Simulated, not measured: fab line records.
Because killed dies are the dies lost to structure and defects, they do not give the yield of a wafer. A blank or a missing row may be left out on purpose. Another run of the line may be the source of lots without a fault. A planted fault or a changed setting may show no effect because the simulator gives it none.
Struck lot and sound lot, side by side | flow gf180mcu | 19 out of 602 route steps
Sound: the wafers L403.4, L403.5, L403.6. Struck: wafer L410.6 (left out: L410.4, a lot-mate that was not struck); the cause follows at the end.
Order at every step that has rows: each side's tool, ch and its chambers, its first start. Under that, the readings that differ: sound wafers | struck wafers | difference of the means | sigmas: that difference in standard deviations of wafers without a fault.
alike: readings whose means differ by less than 2 such deviations, and words and numbers that are the same on both sides. not compared: withheld readings, readings that some wafer has no value for, bounds like >300 that may hide the same value, and numbers for which the record gives no deviation and whose values overlap.
Wherever a step has rows on one side only, a row that says differs or no value, or a row with sigmas, the two part there. Numbers that have no deviation but don't overlap get no sigmas and don't part them. A reading that every wafer of one side lacks parts them only if that side has two wafers or more.

GF_SALICIDE_RTA_06: time 30 s.
  sound on rtp_anneal-01 ch 0, day 18 11:39; struck on rtp_anneal-02 ch 0, day 21 08:55
  alike: lamp_power_pct, wafer_temp_C_max
then, 1 step without rows for these wafers: GF_SALICIDE_WET_ETCH_07 (etches the open film in SPM, target depth 120 nm).
GF_SALICIDE_RTA_08: time 30 s.
  sound on rtp_anneal-02 ch 0, day 18 11:50; struck on rtp_anneal-01 ch 0, day 21 09:07
  reading            | sound          | struck | difference | sigmas
  lamp_power_pct (%) | 19.8 19.8 19.8 | 18.8   | -1.0       | -2
  alike: wafer_temp_C_max
then, 1 step without rows for these wafers: GF_CONTACT_CVD_00 (deposits SiO2, target thk 300 nm, time 50 s).
GF_CONTACT_THK_MEAS_01:
  sound on film_metro-04 at day 18 11:58; struck on film_metro-04 at day 21 09:14
  alike: CONTACT_CVD_00_THK
GF_CONTACT_CVD_02: deposits SiO2 from TEOS, target thk 860 nm, time 95.992 s.
  sound on pecvd-02 ch 1, day 18 12:06; struck on pecvd-02 ch 2, day 21 09:18
  alike: heater_power_outer_w, heater_power_w, susceptor_temp_C
GF_CONTACT_THK_MEAS_03:
  sound on film_metro-02 at day 18 12:14; struck on film_metro-01 at day 21 09:22
  alike: CONTACT_CVD_02_THK
GF_CONTACT_CMP_04: polishes SiO2.
  sound on cmp-01 ch 0,2,3, day 18 12:25; struck on cmp-01 ch 0, day 21 09:33
  alike: head_pressure_psi, motor_current_A, time_to_endpoint_s
GF_CONTACT_BOW_MEAS_05:
  sound on film_metro-04 at day 18 12:38; struck on film_metro-01 at day 21 09:46
  alike: CONTACT_BOW
then, 3 steps without rows for these wafers: GF_CONTACT_DEHYDRATE_06 (time 60 s); GF_CONTACT_HMDS_07 (prime time 60 s); GF_CONTACT_COAT_08.
GF_CONTACT_COAT_09: resist thk 1000 nm.
  sound on litho_track-03 ch 0, day 19 00:00; struck on litho_track-03 ch 0, day 21 20:00
  reading                                  | sound          | struck | difference | sigmas
  model.KrF_of_CONTACT_COAT_09.thk_nm (nm) | 1001 1002 1001 | 984.6  | -16.7      |
  alike: dispense_pressure_kPa, exhaust_pa
then, 3 steps without rows for these wafers: GF_CONTACT_SOFTBAKE_10 (time 60 s); GF_CONTACT_EXPOSE_11 (exposes mask Contact, target cd 220 nm); GF_CONTACT_PEB_12 (peb time 90 s).
GF_CONTACT_DEVELOP_13: develop time 60 s.
  sound on litho_track-02 ch 0, day 19 13:07; struck on litho_track-02 ch 0, day 22 09:16
  reading                                  | sound             | struck | difference | sigmas
  model.KrF_of_CONTACT_COAT_09.thk_nm (nm) | 985.8 987.1 986.3 | 969.6  | -16.8      |
  alike: exhaust_pa
GF_CONTACT_CD_MEAS_14: the cd target is 220 nm.
  sound on cd_sem-02 at day 19 13:16; struck on cd_sem-02 at day 22 09:30
  reading    | sound             | struck | difference | sigmas
  cd_nm (nm) | 217.4 218.1 218.0 | 221.6  | +3.8       | +3
following that, these wafers have no rows for 1 step: GF_PASSIVATION_PROBE_99.

WHERE THEY PART
Earliest at GF_SALICIDE_RTA_08; latest, in this record, at GF_CONTACT_CD_MEAS_14.

WHY: the cause the simulator had injected
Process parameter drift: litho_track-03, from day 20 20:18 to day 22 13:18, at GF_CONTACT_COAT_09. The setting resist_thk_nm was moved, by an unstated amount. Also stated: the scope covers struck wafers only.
